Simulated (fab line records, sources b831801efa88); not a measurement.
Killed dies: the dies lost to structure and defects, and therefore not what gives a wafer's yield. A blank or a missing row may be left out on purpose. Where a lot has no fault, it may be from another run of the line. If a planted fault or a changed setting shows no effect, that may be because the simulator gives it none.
A lot that was struck, set against a sound lot	flow gf180mcu	14 out of 602 route steps
Sound: wafers L659.1, L659.4, L659.6. Wafers L675.1, L675.2, L675.3 were the ones struck. Last of all comes the cause.
At each step with rows: each side's tool, then ch and its chambers, then its first start. Under that, the readings that differ: sound wafers	struck wafers	difference of the means	sigmas: that difference in standard deviations of wafers without a fault.
alike: a reading whose means differ by less than 2 such deviations, as well as words and numbers matching on both sides. not compared: withheld readings; readings where some wafer has no value; bounds like >300 that might hide an equal value; numbers whose values overlap and for which the record gives no deviation.
A row with sigmas, a row that says differs or no value, or rows on one side alone: a step with any of these is where the two part. Non-overlapping numbers with no deviation appear without sigmas and do not part them. A reading that every wafer of one side lacks parts them only if that side has two wafers or more.

first, 5 steps without rows for these wafers: GF_V2_COAT_09 (resist thk 1000 nm); GF_V2_SOFTBAKE_10 (time 60 s); GF_V2_EXPOSE_11 (exposes mask Via2, target cd 260 nm); GF_V2_PEB_12 (peb time 90 s); GF_V2_DEVELOP_13 (develop time 60 s).
GF_V2_CD_MEAS_14: the cd target is 260 nm.
  sound on cdSem-02, day 22 06:42; struck on cdSem-02, day 27 06:10
reading	sound	struck	difference	sigmas
cdNm (nm)	261.4 260.7 260.5	257.8 257.9 256.9	-3.3	-2
GF_V2_OVL_MEAS_15:
  sound on overlay-01, day 22 06:49; struck on overlay-02, day 27 06:17
  alike: V2_OVL
GF_V2_ETCH_16: etches BARC in N2/H2.
  sound on rieDiel-02 ch 0,1,3, day 22 06:51; struck on rieDiel-01 ch 1,2,3, day 27 06:19
  alike: biasW, drypumpMotorCurrentA, h2FlowSccm, oesProductAu, throttleValvePct
GF_V2_ETCH_17: etches SiO2 in C4F8/O2/Ar, stops on TiN, target depth 630 nm.
  sound: rieDiel-02 ch 0,1,3; struck: rieDiel-01 ch 1,2,3
reading	sound	struck	difference	sigmas
biasW (W)	1198 1201 1206	1196 1197 1193	-6	-2
  alike: oesProductAu
GF_V2_STRIP_18: strips in O2/N2.
  sound on plasmaAsher-01 ch 0,1, day 22 06:59; struck on plasmaAsher-04 ch 0,1, day 27 06:27
  alike: drypumpMotorCurrentA, heaterPowerW, oesProductAu
  not compared: rfHoursCounterH
then, 2 steps without rows for these wafers: GF_V2_STRIP_19 (strips in post etch residue remover, time 1200 s); GF_V2_CLEAN_20 (cleans in DIW).
GF_V2_SPUTTER_21: material Ti, target thk 15 nm, time 80.02 s.
  sound on pvdSputter-02, day 22 07:31; struck on pvdSputter-04, day 27 07:04
  no value came back on the struck wafers for cathodeDcPowerW (W), chamberPressurePa (Pa), throttleValvePct (%); on the sound wafers cathodeDcPowerW (W) reads 2499.8 2500.4 2499.9
GF_V2_SPUTTER_22: material TiN, target thk 10 nm, time 40 s.
  sound on pvdSputter-02, day 22 07:35; struck on pvdSputter-04, day 27 07:07
  alike: cathodeDcPowerW, chamberPressurePa, throttleValvePct

## WHERE THEY PART
First at GF_V2_CD_MEAS_14; last, within this record, at GF_V2_SPUTTER_21. Later steps at which nothing parts them and some readings are alike: GF_V2_SPUTTER_22.

WHY: what had been put in by the simulator
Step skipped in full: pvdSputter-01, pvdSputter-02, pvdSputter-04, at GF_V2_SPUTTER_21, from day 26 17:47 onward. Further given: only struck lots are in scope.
